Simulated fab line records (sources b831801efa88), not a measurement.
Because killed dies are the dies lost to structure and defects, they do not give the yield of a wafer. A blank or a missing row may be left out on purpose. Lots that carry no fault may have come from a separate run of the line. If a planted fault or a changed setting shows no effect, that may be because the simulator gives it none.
fab line records ; flow sky130
record lots=12; wafers=36; lastDay=50
route steps=708 shown VIA3@576 METAL4@630 METAL5@670 PAD_OPEN@708
lots that met no fault: from a run of the same line without faults
startH: start of the lot's first displayed wafer, in hours after the record's first day ; waitH: time in hours since the lot's previous step ; " as in the row above ; L1.1+2: a single row standing in for several wafers ; - value missing, or start not given ; * or withheld: withheld ; < > ~ a bound
route shown NAME@n: a module of which the file shows steps, and the number in the route of the first ; usual: mean/standard deviation of fault-free wafers ; same: alike in all rows ; chamber/n: place in a boat ; sites: readings site by site ; _std_site: the standard deviation of these ; _edge_site: mean of outer sites minus mean of inner sites ; radiusMm: for every site, how far away it sits from the centre of the wafer ; mask NAME#n: copy n ; behind: the last tool/chamber to shape the wafer ; hold: why the lot went on hold/how many hours it stayed there/how the hold came to an end ; device: the n, p or np transistor that did not switch ; end of line: the route-end tests of the same wafers ; where a step has no rows: the recipe by itself ; killed: the dies lost at the first sort to structure and to defects; this is not the yield of the wafer ; map: a wafer's dies, marking killed ones x, the rest . and places with no die _
set.NAME: the setting the step ran with; set.NAME@STEP: the setting that earlier step ran with ; model.NAME: the simulator's own value behind a step, which no gauge read
the route's steps for a sample of lots (tables are steps, rows are wafers)
services: from which hour (startH, from the record's first day; less than 0 if before it) a tool's chamber was out of use, for how many hours, and why
## steps
# step SKY_VIA3_BOW_MEAS_03
# recipe mode=bow
# usual VIA3_BOW=80/7.5
lot.wafer;tool;chamber;startH;waitH;VIA3_BOW[um]
L288.1;filmMetro-03;-;895.07;0.1;83
L288.2;filmMetro-03;-;895.07;0.1;74
L288.3;filmMetro-03;-;895.07;0.1;76
L289.1;filmMetro-01;-;910.79;0.1;76
L289.4;filmMetro-01;-;910.79;0.1;90
L289.5;filmMetro-01;-;910.79;0.1;65
L291.1;filmMetro-03;-;930.38;0.2;87
L291.4;filmMetro-03;-;930.38;0.2;86
L291.6;filmMetro-03;-;930.38;0.2;83
L296.2;filmMetro-04;-;959.61;0.2;78
L296.3;filmMetro-04;-;959.61;0.2;72
L296.6;filmMetro-04;-;959.61;0.2;81
L297.3;filmMetro-03;-;967.47;0.1;86
L297.4;filmMetro-03;-;967.47;0.1;80
L297.6;filmMetro-03;-;967.47;0.1;69
L302.1;filmMetro-01;-;1003.88;0.2;78
L302.4;filmMetro-01;-;1003.88;0.2;85
L302.5;filmMetro-01;-;1003.88;0.2;78
L303.1;filmMetro-01;-;1016.04;0.1;76
L303.4;filmMetro-01;-;1016.04;0.1;76
L303.6;filmMetro-01;-;1016.04;0.1;85
L306.1;filmMetro-01;-;1033.42;0.1;80
L306.2;filmMetro-01;-;1033.42;0.1;64
L306.6;filmMetro-01;-;1033.42;0.1;67
L308.1;filmMetro-03;-;1046.08;0.2;83
L308.3;filmMetro-03;-;1046.08;0.2;87
L308.6;filmMetro-03;-;1046.08;0.2;89
L309.1;filmMetro-03;-;1048.60;0.2;72
L309.4;filmMetro-03;-;1048.60;0.2;84
L309.5;filmMetro-03;-;1048.60;0.2;77
L310.2;filmMetro-03;-;1052.38;0.1;74
L310.5;filmMetro-03;-;1052.38;0.1;74
L310.6;filmMetro-03;-;1052.38;0.1;86
L311.3;filmMetro-03;-;1071.60;0.2;74
L311.4;filmMetro-03;-;1071.60;0.2;64
L311.5;filmMetro-03;-;1071.60;0.2;69
# step SKY_METAL4_OVL_MEAS_14
# usual METAL4_OVL=-3/5.6
lot.wafer;tool;chamber;startH;waitH;METAL4_OVL[nm]
L288.1;overlay-01;-;970.94;0.1;-8
L288.2;overlay-01;-;970.94;0.1;-5
L288.3;overlay-01;-;970.94;0.1;-6
L289.1;overlay-01;-;986.30;0.1;4
L289.4;overlay-01;-;986.30;0.1;-4
L289.5;overlay-01;-;986.30;0.1;-3
L291.1;overlay-02;-;1004.04;0.1;0
L291.4;overlay-02;-;1004.04;0.1;2
L291.6;overlay-02;-;1004.04;0.1;-3
L296.2;overlay-02;-;1031.23;0.1;-13
L296.3;overlay-02;-;1031.23;0.1;-11
L296.6;overlay-02;-;1031.23;0.1;-16
L297.3;overlay-02;-;1039.37;0.1;0
L297.4;overlay-02;-;1039.37;0.1;3
L297.6;overlay-02;-;1039.37;0.1;0
L302.1;overlay-01;-;1073.04;0.1;-3
L302.4;overlay-01;-;1073.04;0.1;-7
L302.5;overlay-01;-;1073.04;0.1;-1
L303.1;overlay-01;-;1084.01;0.1;5
L303.4;overlay-01;-;1084.01;0.1;5
L303.6;overlay-01;-;1084.01;0.1;3
L306.1;overlay-02;-;1099.00;0.1;2
L306.2;overlay-02;-;1099.00;0.1;9
L306.6;overlay-02;-;1099.00;0.1;6
L308.1;overlay-02;-;1110.96;0.1;-1
L308.3;overlay-02;-;1110.96;0.1;-1
L308.6;overlay-02;-;1110.96;0.1;-2
L309.1;overlay-02;-;1113.81;0.1;-8
L309.4;overlay-02;-;1113.81;0.1;-10
L309.5;overlay-02;-;1113.81;0.1;-4
L310.2;overlay-01;-;1117.25;0.1;0
L310.5;overlay-01;-;1117.25;0.1;-2
L310.6;overlay-01;-;1117.25;0.1;-6
L311.3;overlay-02;-;1134.52;0.1;-7
L311.4;overlay-02;-;1134.52;0.1;-3
L311.5;overlay-02;-;1134.52;0.1;-12
# step SKY_METAL4_ETCH_17
# recipe target=SiO2; stopOn=TiN; chemistry=C4F8/O2/Ar; sourceW=1500; biasW=1200; pressureMtorr=40; c4f8FlowSccm=withheld; O2_flow_sccm=6; Ar_flow_sccm=300; timeS=3.9; targetDepthA=150
# usual oesProductAu=0.754/0.0073
# same timeS=3.9
lot.wafer;tool;chamber;startH;waitH;oesProductAu;rfHoursCounterH
L288.1;rieDiel-03;0;971.11;0.1;0.760;21
L288.2;rieDiel-03;1;971.11;0.1;0.742;11
L288.3;rieDiel-03;2;971.11;0.1;0.749;14
L289.1;rieDiel-02;3;986.47;0.1;0.742;12
L289.4;rieDiel-02;0;986.47;0.1;0.749;15
L289.5;rieDiel-02;2;986.47;0.1;0.752;-
L291.1;rieDiel-04;1;1004.21;0.1;0.748;20
L291.4;rieDiel-04;0;1004.21;0.1;0.756;19
L291.6;rieDiel-04;0;1004.21;0.1;0.753;-
L296.2;rieDiel-04;2;1031.39;0.1;0.745;19
L296.3;rieDiel-04;1;1031.39;0.1;0.748;21
L296.6;rieDiel-04;2;1031.39;0.1;0.757;-
L297.3;rieDiel-03;1;1039.52;0.0;0.748;13
L297.4;rieDiel-03;2;1039.52;0.0;0.755;-
L297.6;rieDiel-03;0;1039.52;0.0;0.767;-
L302.1;rieDiel-04;0;1073.21;0.1;0.749;22
L302.4;rieDiel-04;0;1073.21;0.1;0.766;-
L302.5;rieDiel-04;3;1073.21;0.1;0.761;-
L303.1;rieDiel-04;1;1084.18;0.1;0.751;23
L303.4;rieDiel-04;3;1084.18;0.1;0.749;-
L303.6;rieDiel-04;2;1084.18;0.1;0.760;-
L306.1;rieDiel-04;0;1099.17;0.1;0.745;22
L306.2;rieDiel-04;1;1099.17;0.1;0.761;23
L306.6;rieDiel-04;3;1099.17;0.1;0.752;-
L308.1;rieDiel-03;0;1111.13;0.1;0.758;25
L308.3;rieDiel-03;2;1111.13;0.1;0.765;19
L308.6;rieDiel-03;0;1111.13;0.1;0.753;-
L309.1;rieDiel-04;3;1113.98;0.1;0.743;9
L309.4;rieDiel-04;2;1113.98;0.1;0.752;22
L309.5;rieDiel-04;0;1113.98;0.1;0.749;-
L310.2;rieDiel-02;2;1117.41;0.1;0.759;10
L310.5;rieDiel-02;3;1117.41;0.1;0.765;-
L310.6;rieDiel-02;2;1117.41;0.1;0.762;-
L311.3;rieDiel-04;1;1134.68;0.0;0.748;25
L311.4;rieDiel-04;3;1134.68;0.0;0.754;-
L311.5;rieDiel-04;1;1134.68;0.0;0.781;-
# step SKY_METAL5_COAT_09
# recipe resist=NOVOLAK; spinRpm=3000; resistThkNm=1800
lot.wafer;tool;chamber;startH;waitH
L288.1+2+3;lithoTrack-03;0;1009.16;0.1
L289.1+4+5;lithoTrack-01;0;1024.33;0.1
L291.1+4+6;lithoTrack-04;0;1041.27;0.1
L296.2+3+6;lithoTrack-04;0;1066.00;0.1
L297.3+4+6;lithoTrack-04;0;1073.97;0.1
L302.1+4+5;lithoTrack-03;0;1106.81;0.1
L303.1+4+6;lithoTrack-03;0;1117.11;0.1
L306.1+2+6;lithoTrack-01;0;1130.98;0.1
L308.1+3+6;lithoTrack-03;0;1141.96;0.1
L309.1+4+5;lithoTrack-01;0;1145.33;0.1
L310.2+5+6;lithoTrack-04;0;1148.65;0.1
L311.3+4+5;lithoTrack-04;0;1163.83;0.1
# step SKY_METAL5_STRIP_16
# recipe chemistry=O2/N2; powerW=1400; pressureMtorr=1500; platenTempC=withheld; o2FlowSccm=3000; n2FlowSccm=300; overashFraction=0.5
# usual drypumpMotorCurrentA=5.6/0.34; oesProductAu=0.710/0.0045; stripTimeToEndpointS=13.00/0.12
lot.wafer;tool;chamber;startH;waitH;drypumpMotorCurrentA;oesProductAu;rfHoursCounterH;stripTimeToEndpointS
L288.1;plasmaAsher-03;1;1021.12;0.4;5.6;0.705;58;13.13
L288.2;plasmaAsher-03;0;1021.12;0.4;5.4;0.713;58;13.17
L288.3;plasmaAsher-03;1;1021.12;0.4;5.6;0.704;-;13.12
L289.1;plasmaAsher-03;0;1036.32;0.4;5.4;0.715;60;13.03
L289.4;plasmaAsher-03;0;1036.32;0.4;5.3;0.706;-;13.01
L289.5;plasmaAsher-03;0;1036.32;0.4;5.3;0.715;-;13.00
L291.1;plasmaAsher-01;0;1052.19;0.2;6.1;0.710;91;13.15
L291.4;plasmaAsher-01;1;1052.19;0.2;5.9;0.714;-;12.87
L291.6;plasmaAsher-01;0;1052.19;0.2;6.1;0.715;-;13.02
L296.2;plasmaAsher-04;0;1076.70;0.2;5.5;0.705;1;13.70
L296.3;plasmaAsher-04;0;1076.70;0.2;5.5;0.716;-;13.64
L296.6;plasmaAsher-04;1;1076.70;0.2;4.9;0.703;-;13.57
L297.3;plasmaAsher-03;0;1084.93;0.1;5.4;0.711;-;13.82
L297.4;plasmaAsher-03;1;1084.93;0.1;5.6;0.705;-;13.52
L297.6;plasmaAsher-03;1;1084.93;0.1;5.6;0.712;-;13.57
L302.1;plasmaAsher-04;1;1117.08;0.2;5.0;0.704;4;12.94
L302.4;plasmaAsher-04;0;1117.08;0.2;5.5;0.710;-;12.97
L302.5;plasmaAsher-04;1;1117.08;0.2;4.9;0.714;-;12.93
L303.1;plasmaAsher-04;0;1127.44;0.2;5.5;0.712;5;12.86
L303.4;plasmaAsher-04;0;1127.44;0.2;5.5;0.719;-;12.85
L303.6;plasmaAsher-04;1;1127.44;0.2;5.0;0.715;-;12.87
L306.1;plasmaAsher-03;0;1140.78;0.2;5.4;0.711;70;12.92
L306.2;plasmaAsher-03;1;1140.78;0.2;5.6;0.703;70;12.77
L306.6;plasmaAsher-03;1;1140.78;0.2;5.6;0.707;-;12.90
L308.1;plasmaAsher-01;0;1151.34;0.2;6.1;0.699;100;13.15
L308.3;plasmaAsher-01;1;1151.34;0.2;5.9;0.707;-;13.13
L308.6;plasmaAsher-01;0;1151.34;0.2;6.1;0.711;-;13.12
L309.1;plasmaAsher-01;0;1154.49;0.2;6.1;0.712;101;12.87
L309.4;plasmaAsher-01;0;1154.49;0.2;6.1;0.720;-;12.93
L309.5;plasmaAsher-01;1;1154.49;0.2;5.9;0.711;-;12.87
L310.2;plasmaAsher-04;0;1157.69;0.2;5.5;0.707;8;13.17
L310.5;plasmaAsher-04;0;1157.69;0.2;5.5;0.708;-;13.01
L310.6;plasmaAsher-04;1;1157.69;0.2;4.9;0.706;-;13.05
L311.3;plasmaAsher-04;0;1172.61;0.1;5.5;0.710;-;13.03
L311.4;plasmaAsher-04;1;1172.61;0.1;4.9;0.716;-;12.90
L311.5;plasmaAsher-04;0;1172.61;0.1;5.5;0.711;-;12.93
# step SKY_PAD_OPEN_PROBE_99
# usual defectLimitedYield=82.7/2.1; killed_at_M0_to_M3=43/7.2; killed_at_M4_up=3.0/1.7; killedAtContacts=24/5.3; killedAtFrontEnd=15/4.6; killedAtOther=0.3/0.5; killedDies=85/10; killedOpen=46/7.2; killedShort=39/6.4; sort_bin_3_pad_short=0.9/0.42; sort_bin_5_function=10.2/1.6; sort_bin_6_memory=6.2/1; sortNPass=407/10; sortYieldPct=82.7/2.1
# same grossDies=492; killedAtBackSide=0; sort_bin_4_leakage[%]=0; sort_bin_8_speed[%]=0
lot.wafer;tool;chamber;startH;waitH;defectLimitedYield[%];killed_at_M0_to_M3;killed_at_M4_up;killedAtContacts;killedAtFrontEnd;killedAtOther;killedDies;killedOpen;killedShort;sort_bin_3_pad_short[%];sort_bin_5_function[%];sort_bin_6_memory[%];sortNPass;sortYieldPct[%]
L297.3;prober-01;-;1128.06;0.2;80.7;39;4;39;13;0;95;58;37;0.8;11.6;6.9;397;80.7
L297.4;prober-01;-;1128.11;0.2;80.3;47;3;37;10;0;97;51;46;0.8;10.4;8.5;395;80.3
L297.6;prober-01;-;1128.21;0.2;83.3;43;4;21;13;1;82;39;43;0.6;10.2;5.9;410;83.3
L302.4;prober-02;-;1157.39;0.2;81.5;52;5;20;14;0;91;46;45;1.0;9.1;8.3;401;81.5
L311.3;prober-01;-;1207.45;0.2;83.1;36;4;24;19;0;83;46;37;1.6;8.5;6.7;409;83.1
L311.4;prober-01;-;1207.50;0.2;83.7;40;1;25;13;1;80;45;35;0.8;9.6;5.9;412;83.7
L311.5;prober-01;-;1207.55;0.2;82.9;40;4;23;16;1;84;45;39;0.8;8.1;8.1;408;82.9
# killed by level:class
L297.3 CONTACT:geometricParticle:open=18 VIA1:geometricParticle:open=10 LI_CONTACT:geometricParticle:open=8 CONTACT:geometricParticle:short=8 METAL2:geometricParticle:short=6 VIA3:geometricParticle:open=5 FIELD_ISO:geometricParticle:open=4 VIA2:geometricParticle:open=4
L297.4 CONTACT:geometricParticle:open=13 VIA1:geometricParticle:open=10 CONTACT:geometricParticle:short=9 VIA3:geometricParticle:open=9 LI_CONTACT:geometricParticle:open=8 METAL2:geometricParticle:short=7 VIA1:geometricParticle:short=6 LI_CONTACT:geometricParticle:short=4
L297.6 VIA1:geometricParticle:open=11 LI_CONTACT:geometricParticle:open=6 VIA1:geometricParticle:short=6 METAL2:geometricParticle:short=6 VIA2:geometricParticle:open=5 CONTACT:geometricParticle:open=5 FIELD_ISO:geometricParticle:short=4 LOCAL_INTERCONNECT:geometricParticle:short=4
L302.4 VIA1:geometricParticle:open=10 CONTACT:geometricParticle:open=8 METAL2:geometricParticle:short=8 VIA2:geometricParticle:open=8 VIA3:geometricParticle:open=6 VIA3:geometricParticle:short=5 METAL4:geometricParticle:short=5 VIA2:geometricParticle:short=5
L311.3 VIA1:geometricParticle:open=10 LI_CONTACT:geometricParticle:open=8 POLY_GATE:geometricParticle:short=7 CONTACT:geometricParticle:open=6 METAL1:geometricParticle:short=5 FIELD_ISO:geometricParticle:short=4 FIELD_ISO:geometricParticle:open=4 CONTACT:geometricParticle:short=4
L311.4 VIA3:geometricParticle:open=12 VIA1:geometricParticle:open=9 CONTACT:geometricParticle:open=7 LI_CONTACT:geometricParticle:open=5 LOCAL_INTERCONNECT:geometricParticle:short=5 VIA1:geometricParticle:short=5 FIELD_ISO:geometricParticle:open=4 METAL1:geometricParticle:short=4
L311.5 LI_CONTACT:geometricParticle:open=9 VIA1:geometricParticle:open=8 POLY_GATE:geometricParticle:open=5 VIA3:geometricParticle:open=5 CONTACT:geometricParticle:open=5 METAL2:geometricParticle:short=5 VIA2:geometricParticle:short=5 POLY_GATE:geometricParticle:short=4
## services
tool;chamber;startH;hours;kind
rieDiel-02;2;948.34;9.8;repair
rieDiel-02;1;949.95;8.3;repair
rieDiel-03;3;971.54;7.7;repair
rieDiel-04;1;1004.80;2.9;repair
rieDiel-03;1;1005.82;1.8;repair
rieDiel-03;3;1030.95;9.2;repair
rieDiel-03;-;1033.61;2.8;pm
rieDiel-02;0;1033.87;9.7;repair
plasmaAsher-04;-;1055.25;9.0;pm
plasmaAsher-04;0;1055.25;9.0;ventCycle
plasmaAsher-04;1;1055.25;9.0;ventCycle
rieDiel-03;-;1061.16;0.3;repair
plasmaAsher-04;-;1071.03;4.0;repair
rieDiel-04;2;1073.19;7.7;repair
rieDiel-04;0;1080.38;9.5;repair
rieDiel-02;2;1092.19;4.5;repair
plasmaAsher-04;-;1092.80;2.9;repair
rieDiel-04;1;1103.53;4.0;repair
rieDiel-02;-;1127.93;28.1;pm
rieDiel-04;2;1131.62;18.1;repair
rieDiel-03;3;1133.01;26.6;repair
rieDiel-03;2;1144.55;3.7;repair
rieDiel-02;3;1160.21;4.6;repair
rieDiel-03;1;1168.22;10.4;repair
## key
firstSign step=SKY_METAL5_STRIP_16; reading=stripTimeToEndpointS; direction=up; sigmas=5.4; usual=*; struck=*
effect none on later readings
metAt SKY_METAL5_COAT_09
struckLots L296,L297
notActingAt SKY_VIA3_BOW_MEAS_03,SKY_METAL4_OVL_MEAS_14,SKY_METAL4_ETCH_17
onsetBetween 1041.27 1066.00
fault kind=processParameterDrift; tool=lithoTrack-04; chamber=-; onsetH=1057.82; steps=SKY_METAL5_COAT_09; channel=resistThkNm; offset=60.475; shape=step; endH=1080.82; actsIn=theseRecipesOnly; stated=1800
